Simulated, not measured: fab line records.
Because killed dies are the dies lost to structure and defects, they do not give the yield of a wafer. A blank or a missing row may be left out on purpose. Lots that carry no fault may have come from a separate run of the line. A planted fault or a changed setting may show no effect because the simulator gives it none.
Which of the tools did it? ; flow gf180mcu ; 72 wafers from 24 lots sampled at 4 of the route's 602 steps

== WHAT THE GAUGES READ, wafer by wafer ==
GF_V4_THK_MEAS_25: measures by xrf. Usual: V4_W_THK 369 nm, standard deviation 5.7.
lot;measured;on;V4_W_THK (nm);flag
L074;day 24 11:34;film metro-04;368 363 370;
L075;day 24 13:28;film metro-01;368 371 366;
L076;day 24 21:34;film metro-01;368 367 365;
L077;day 25 16:11;film metro-03;376 366 374;
L078;day 26 01:04;film metro-03;384 383 388;
L079;day 26 18:07;film metro-04;363 361 365;
L080;day 26 15:45;film metro-01;370 370 378;
L081;day 27 04:08;film metro-03;370 371 364;
L082;day 27 02:48;film metro-03;375 375 374;
L083;day 27 11:24;film metro-01;365 363 365;
L084;day 27 20:40;film metro-04;374 371 366;
L085;day 28 05:01;film metro-03;372 371 370;
L086;day 28 05:50;film metro-04;358 359 366;
L087;day 28 17:43;film metro-04;365 366 370;
L088;day 28 19:16;film metro-01;371 365 368;
L089;day 29 05:07;film metro-04;377 369 367;
L090;day 29 11:34;film metro-01;367 371 367;
L091;day 29 13:22;film metro-03;378 368 368;
L092;day 29 20:49;film metro-04;378 367 374;
L093;day 30 08:02;film metro-03;369 366 367;
L094;day 30 11:07;film metro-01;363 373 365;
L095;day 30 16:53;film metro-04;359 363 358;
L096;day 31 00:25;film metro-04;362 361 363;
L097;day 31 08:46;film metro-01;374 369 373;

== TOOL THAT RAN EACH LOT (tool first, then ch and the chambers of the sampled wafers, then the start) ==
lot;GF_STI_CMP_25;GF_V3_CVD_02;GF_V4_STRIP_18
L074;cmp-01 ch 0,1,3, day 2 03:40;pecvd-01 ch 0,1,2, day 21 09:57;plasma asher-03 ch 0,1, day 24 10:42
L075;cmp-01 ch 0,1,2, day 2 09:48;pecvd-02 ch 1,2, day 21 12:13;plasma asher-03 ch 0,1, day 24 12:36
L076;cmp-01 ch 0,2,3, day 2 14:10;pecvd-02 ch 0,2, day 21 21:38;plasma asher-03 ch 0,1, day 24 20:43
L077;cmp-01 ch 1,2, day 2 19:39;pecvd-02 ch 0,1,2, day 22 16:45;plasma asher-02 ch 0,1, day 25 15:15
L078;cmp-01 ch 0,2,3, day 3 00:34;pecvd-04 ch 1,2, day 23 02:16;plasma asher-02 ch 0, day 26 00:12
L079;cmp-01 ch 1,2, day 3 05:04;pecvd-02 ch 0,2, day 23 22:57;plasma asher-01 ch 0,1, day 26 17:12
L080;cmp-01 ch 1,2, day 3 11:04;pecvd-01 ch 0,1, day 23 20:49;plasma asher-02 ch 0,1, day 26 14:51
L081;cmp-01 ch 0,2, day 3 17:56;pecvd-02 ch 1,2, day 24 10:52;plasma asher-01 ch 0,1, day 27 03:15
L082;cmp-02 ch 0,1,2, day 3 21:30;pecvd-01 ch 0,1,2, day 24 09:23;plasma asher-02 ch 0,1, day 27 01:56
L083;cmp-01 ch 2,3, day 4 01:18;pecvd-04 ch 1,2, day 24 18:50;plasma asher-03 ch 0,1, day 27 10:30
L084;cmp-02 ch 0,2, day 4 06:49;pecvd-04 ch 0,1, day 25 04:49;plasma asher-03 ch 0,1, day 27 19:48
L085;cmp-01 ch 0,3, day 4 14:02;pecvd-04 ch 0,1,2, day 25 13:16;plasma asher-02 ch 0,1, day 28 04:08
L086;cmp-02 ch 0,1,3, day 4 17:05;pecvd-02 ch 0,2, day 25 14:47;plasma asher-03 ch 0,1, day 28 04:59
L087;cmp-02 ch 0,1,3, day 4 23:43;pecvd-01 ch 0,2, day 26 03:46;plasma asher-01 ch 0, day 28 16:51
L088;cmp-02 ch 0,1,2, day 5 03:33;pecvd-04 ch 0,1,2, day 26 04:46;plasma asher-02 ch 0,1, day 28 18:25
L089;cmp-02 ch 0,1, day 5 08:51;pecvd-04 ch 0,1, day 26 13:27;plasma asher-01 ch 0,1, day 29 04:14
L090;cmp-01 ch 0,1,2, day 5 14:41;pecvd-02 ch 0,1,2, day 26 19:50;plasma asher-03 ch 0, day 29 10:42
L091;cmp-01 ch 0,1,3, day 5 19:08;pecvd-04 ch 0,1,2, day 26 22:02;plasma asher-03 ch 0,1, day 29 12:31
L092;cmp-02 ch 1,2, day 5 23:38;pecvd-04 ch 0,1, day 27 06:31;plasma asher-02 ch 0,1, day 29 19:58
L093;cmp-01 ch 1,2,3, day 6 05:58;pecvd-01 ch 0,2, day 27 17:10;plasma asher-03 ch 1, day 30 07:08
L094;cmp-01 ch 1,3, day 6 10:28;pecvd-01 ch 0,1, day 27 21:28;plasma asher-03 ch 0,1, day 30 10:15
L095;cmp-01 ch 0,1, day 6 16:13;pecvd-04 ch 0,1, day 28 04:16;plasma asher-02 ch 0,1, day 30 15:56
L096;cmp-02 ch 0,1,3, day 6 20:40;pecvd-01 ch 0,1,2, day 28 12:25;plasma asher-01 ch 0, day 30 23:33
L097;cmp-01 ch 1,2,3, day 7 04:21;pecvd-02 ch 0,1,2, day 28 20:38;plasma asher-02 ch 0,1, day 31 07:52
- GF_STI_CMP_25: polishes, stops on Si3N4, t overpolish 33 s, target thk 524.6 nm.
- GF_V3_CVD_02: deposits SiO2 from TEOS, target thk 850 nm, time 94.851 s.
- GF_V4_STRIP_18: strips in O2/N2.

== AS READ BY THE TOOLS THEMSELVES (means over the sampled wafers that have a number; for cases with no such wafer, the mark the record gives instead) ==
GF_STI_CMP_25. Usual: edge zone pressure frac 0.999, standard deviation 0.0054; motor current A 11.5 A, standard deviation 0.94; overpolish run s 33.000 s, standard deviation 0.0087; time to endpoint s 123 s, standard deviation 7.3.
lot;tool;edge zone pressure frac;motor current A (A);overpolish run s (s);time to endpoint s (s);flag
L074;cmp-01;1.008;11.7;32.996;129;
L075;cmp-01;0.998;11.3;33.005;127;
L076;cmp-01;1.002;11.1;33.008;124;
L077;cmp-01;0.997;11.6;32.997;126;
L078;cmp-01;0.997;10.7;32.993;125;
L079;cmp-01;0.999;10.7;33.006;128;
L080;cmp-01;0.998;11.7;32.992;122;
L081;cmp-01;0.995;10.3;33.004;128;
L082;cmp-02;0.996;11.5;33.000;123;
L083;cmp-01;1.005;10.9;32.988;123;
L084;cmp-02;1.000;11.8;32.996;119;
L085;cmp-01;1.000;11.7;33.002;129;
L086;cmp-02;0.994;11.5;33.002;116;
L087;cmp-02;1.001;11.7;33.000;116;
L088;cmp-02;1.002;11.6;33.002;114;
L089;cmp-02;0.999;11.2;33.003;117;
L090;cmp-01;0.998;11.2;33.006;126;
L091;cmp-01;0.994;11.7;33.007;124;
L092;cmp-02;1.005;11.7;32.990;119;
L093;cmp-01;1.003;11.6;33.008;121;
L094;cmp-01;1.000;12.5;32.995;118;
L095;cmp-01;1.002;11.6;33.004;120;
L096;cmp-02;1.000;11.7;32.997;125;
L097;cmp-01;1.000;11.4;33.001;125;

GF_V3_CVD_02. Usual: heater power w reads 708 W (standard deviation 130).
lot;tool;heater power w (W);flag
L074;pecvd-01;718;
L075;pecvd-02;620;
L076;pecvd-02;593;
L077;pecvd-02;678;
L078;pecvd-04;716;
L079;pecvd-02;606;
L080;pecvd-01;613;
L081;pecvd-02;732;
L082;pecvd-01;707;
L083;pecvd-04;672;
L084;pecvd-04;717;
L085;pecvd-04;750;
L086;pecvd-02;609;
L087;pecvd-01;747;
L088;pecvd-04;766;
L089;pecvd-04;651;
L090;pecvd-02;686;
L091;pecvd-04;762;
L092;pecvd-04;709;
L093;pecvd-01;788;
L094;pecvd-01;638;
L095;pecvd-04;663;
L096;pecvd-01;688;
L097;pecvd-02;717;

GF_V4_STRIP_18. Usual: drypump motor current A 5.8 A, standard deviation 0.43; heater power w 349 W, standard deviation 30; oes product au 0.593 a.u., standard deviation 0.0047.
lot;tool;drypump motor current A (A);heater power w (W);oes product au (a.u.);flag
L074;plasma asher-03;5.6;339;0.595;
L075;plasma asher-03;5.8;354;0.590;
L076;plasma asher-03;5.9;351;0.585;
L077;plasma asher-02;6.1;329;0.590;
L078;plasma asher-02;5.8;364;0.595;
L079;plasma asher-01;5.1;375;0.591;
L080;plasma asher-02;5.9;350;0.593;
L081;plasma asher-01;5.2;374;0.597;
L082;plasma asher-02;5.9;346;0.597;
L083;plasma asher-03;5.8;352;0.594;
L084;plasma asher-03;5.8;357;0.594;
L085;plasma asher-02;5.9;347;0.592;
L086;plasma asher-03;5.6;342;0.595;
L087;plasma asher-01;5.9;376;0.592;
L088;plasma asher-02;6.1;326;0.592;
L089;plasma asher-01;5.1;372;0.591;
L090;plasma asher-03;5.4;328;0.595;
L091;plasma asher-03;5.9;352;0.590;
L092;plasma asher-02;5.9;350;0.594;
L093;plasma asher-03;6.1;363;0.594;
L094;plasma asher-03;5.8;349;0.592;
L095;plasma asher-02;6.1;325;0.596;
L096;plasma asher-01;5.9;376;0.595;
L097;plasma asher-02;6.0;343;0.589;

== THE ANSWER, worked out from the rows above alone ==
Rule: lot off if the mean of its wafers having a number is beyond 3 standard deviations from the usual mean. A lot without any number at a reading at which 4 lots or more have one is off too. Where the step has rows for the other lots, those lots are counted as sound. The gauges are gone through in route order, then the tools' own readings, and for those a lot's mean is taken as printed above. The first step at which some lot is off is used, and at that step the reading that is off furthest; a lot without a number counts as furthest.
Nothing can be told from this: no lot is off at any reading shown.

== WHAT THE SIMULATOR HAD INSERTED ==
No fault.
